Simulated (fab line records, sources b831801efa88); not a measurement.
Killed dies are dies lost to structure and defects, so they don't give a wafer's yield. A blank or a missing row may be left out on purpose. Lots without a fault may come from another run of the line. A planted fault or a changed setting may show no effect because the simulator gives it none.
Which tool did it? | flow gf180mcu | 14 lots, 40 wafers sampled, at 5 steps of a route of 602

WHAT THE GAUGES READ, wafer by wafer
GF_NSD_TW_MEAS_12. Usual: NSD_TW 4254, standard deviation 25.
lot  | measured     | on            | NSD_TW         | flag
L327 | day 13 06:54 | film_metro-02 | 4245 4261 4231 |
L328 | day 13 13:35 | film_metro-02 | 4294 4274 4279 |
L329 | day 14 01:13 | film_metro-02 | 4227 4225 4226 |
L330 | day 14 15:07 | film_metro-03 | 4208 4213 4234 |
L331 | day 14 22:25 | film_metro-02 | 4256 4250 4242 |
L332 | day 15 06:55 | film_metro-02 | 4268 4305 4269 |
L334 | day 15 19:10 | film_metro-03 | 4299 4264 4295 |
L336 | day 16 14:04 | film_metro-03 | 4245 4255 4250 |
L337 | day 16 22:38 | film_metro-01 | 4222 4240 4236 |
L338 | day 17 11:31 | film_metro-02 | 4278 4274 4271 |
L339 | day 17 21:49 | film_metro-02 | 4300 4285 4294 |
L340 | day 18 00:58 | film_metro-03 | 4213 4252 4254 |
L345 | day 19 14:17 | film_metro-03 | 4261 4275      |
L346 | day 19 22:02 | film_metro-03 | 4246 4226      |

GF_PSD_OVL_MEAS_08. Usual: PSD_OVL -0.1 nm, standard deviation 1.3.
lot  | measured     | on         | PSD_OVL (nm)   | flag
L327 | day 14 02:48 | overlay-01 | -1.6 -1.2 -0.2 |
L328 | day 14 09:50 | overlay-02 | 1.0 1.6 2.3    |
L329 | day 14 22:43 | overlay-02 | -1.5 0.2 0.7   |
L330 | day 15 11:21 | overlay-01 | -0.7 -1.6 0.2  |
L331 | day 15 20:00 | overlay-01 | -0.4 -1.4 -1.5 |
L332 | day 16 04:13 | overlay-02 | -1.3 0.3 0.0   |
L334 | day 16 17:51 | overlay-02 | 1.5 -0.4 -2.3  |
L336 | day 17 12:24 | overlay-01 | -0.1 -0.8 -1.8 |
L337 | day 17 21:55 | overlay-01 | -2.4 0.8 0.2   |
L338 | day 18 10:45 | overlay-01 | -0.1 1.0 1.6   |
L339 | day 18 21:15 | overlay-01 | 2.4 -0.4 1.9   |
L340 | day 19 00:34 | overlay-01 | 0.7 0.4 0.0    |
L345 | day 20 14:17 | overlay-02 | -1.8 -0.9      |
L346 | day 20 22:14 | overlay-01 | -1.7 -0.4      |

GF_CONTACT_THK_MEAS_01. Usual: CONTACT_CVD_00_THK 302 nm, standard deviation 3.8.
lot  | measured     | on            | CONTACT_CVD_00_THK (nm) | flag
L327 | day 15 01:50 | film_metro-01 | 309 308 302             |
L328 | day 15 09:17 | film_metro-01 | 304 308 294             |
L329 | day 15 22:25 | film_metro-01 | 300 308 306             |
L330 | day 16 11:37 | film_metro-01 | 301 306 300             |
L331 | day 16 20:06 | film_metro-01 | 306 301 309             |
L332 | day 17 03:52 | film_metro-01 | 303 305 294             |
L334 | day 17 17:42 | film_metro-01 | 304 300 298             |
L336 | day 18 14:14 | film_metro-01 | 302 302 305             |
L337 | day 18 22:43 | film_metro-04 | 302 302 299             |
L338 | day 19 12:55 | film_metro-04 | 298 300 298             |
L339 | day 19 23:02 | film_metro-04 | 304 300 301             |
L340 | day 20 01:58 | film_metro-01 | 307 297 307             |
L345 | day 21 15:36 | film_metro-03 | 301 304                 |
L346 | day 21 23:40 | film_metro-03 | 302 300                 |

GF_CONTACT_THK_MEAS_03. Usual: CONTACT_CVD_02_THK 863 nm, standard deviation 13.
lot  | measured     | on            | CONTACT_CVD_02_THK (nm) | flag
L327 | day 15 01:58 | film_metro-01 | 858 861 871             |
L328 | day 15 09:25 | film_metro-01 | 854 879 896             |
L329 | day 15 22:33 | film_metro-03 | 860 879 883             |
L330 | day 16 11:45 | film_metro-04 | 863 848 881             |
L331 | day 16 20:14 | film_metro-04 | 843 858 863             |
L332 | day 17 04:00 | film_metro-04 | 882 872 870             |
L334 | day 17 17:50 | film_metro-04 | 861 880 874             |
L336 | day 18 14:22 | film_metro-04 | 876 864 885             |
L337 | day 18 22:51 | film_metro-03 | 856 875 873             |
L338 | day 19 13:03 | film_metro-01 | 859 875 863             |
L339 | day 19 23:10 | film_metro-03 | 859 842 858             |
L340 | day 20 02:06 | film_metro-03 | 823 825 863             |
L345 | day 21 15:44 | film_metro-04 | 922 866                 |
L346 | day 21 23:47 | film_metro-01 | 903 857                 |

WHICH TOOL RAN EACH LOT (tool, then ch and the chambers of the sampled wafers, then the start)
lot  | GF_CONTACT_CVD_02
L327 | pecvd-02 ch 0,1,2, day 15 01:54
L328 | pecvd-04 ch 0,1, day 15 09:20
L329 | pecvd-03 ch 1,2, day 15 22:29
L330 | pecvd-04 ch 0,1, day 16 11:41
L331 | pecvd-02 ch 0,1, day 16 20:10
L332 | pecvd-04 ch 0,1,2, day 17 03:56
L334 | pecvd-02 ch 1,2, day 17 17:45
L336 | pecvd-03 ch 0,1,2, day 18 14:17
L337 | pecvd-03 ch 0,1,2, day 18 22:46
L338 | pecvd-03 ch 0,1, day 19 12:59
L339 | pecvd-02 ch 0,1,2, day 19 23:06
L340 | pecvd-02 ch 0,1,2, day 20 02:02
L345 | pecvd-02 ch 0,2, day 21 15:38
L346 | pecvd-02 ch 0,1, day 21 23:42
- GF_CONTACT_CVD_02: deposits SiO2 from TEOS, target thk 860 nm, time 95.992 s.

WHAT THE TOOLS THEMSELVES READ (means of the sampled wafers that have a number; where no wafer has one, the mark that the record gives instead)
GF_CONTACT_CVD_02. Usual: heater_power_w 657 W, standard deviation 81.
lot  | tool     | heater_power_w (W) | flag
L327 | pecvd-02 | 698                |
L328 | pecvd-04 | 705                |
L329 | pecvd-03 | 590                |
L330 | pecvd-04 | 661                |
L331 | pecvd-02 | 655                |
L332 | pecvd-04 | 639                |
L334 | pecvd-02 | 730                |
L336 | pecvd-03 | 562                |
L337 | pecvd-03 | 560                |
L338 | pecvd-03 | 591                |
L339 | pecvd-02 | 667                |
L340 | pecvd-02 | 738                |
L345 | pecvd-02 | 633                |
L346 | pecvd-02 | 718                |

THE ANSWER, worked out from the rows above alone
Rule: a lot is off if the mean of its wafers that have a number lies more than 3 standard deviations from the usual mean. A lot without any number at a reading at which 4 lots or more have one is off too. The other lots that the step has rows for count as sound. The gauges are gone through in route order, then the tools' own readings, and for those a lot's mean is taken as printed above. The first step at which some lot is off is used, and at that step the reading that is off furthest; a lot without a number counts as furthest.
No lot is off at any reading shown: from this, nothing can be told.

WHAT THE SIMULATOR HAD PUT IN
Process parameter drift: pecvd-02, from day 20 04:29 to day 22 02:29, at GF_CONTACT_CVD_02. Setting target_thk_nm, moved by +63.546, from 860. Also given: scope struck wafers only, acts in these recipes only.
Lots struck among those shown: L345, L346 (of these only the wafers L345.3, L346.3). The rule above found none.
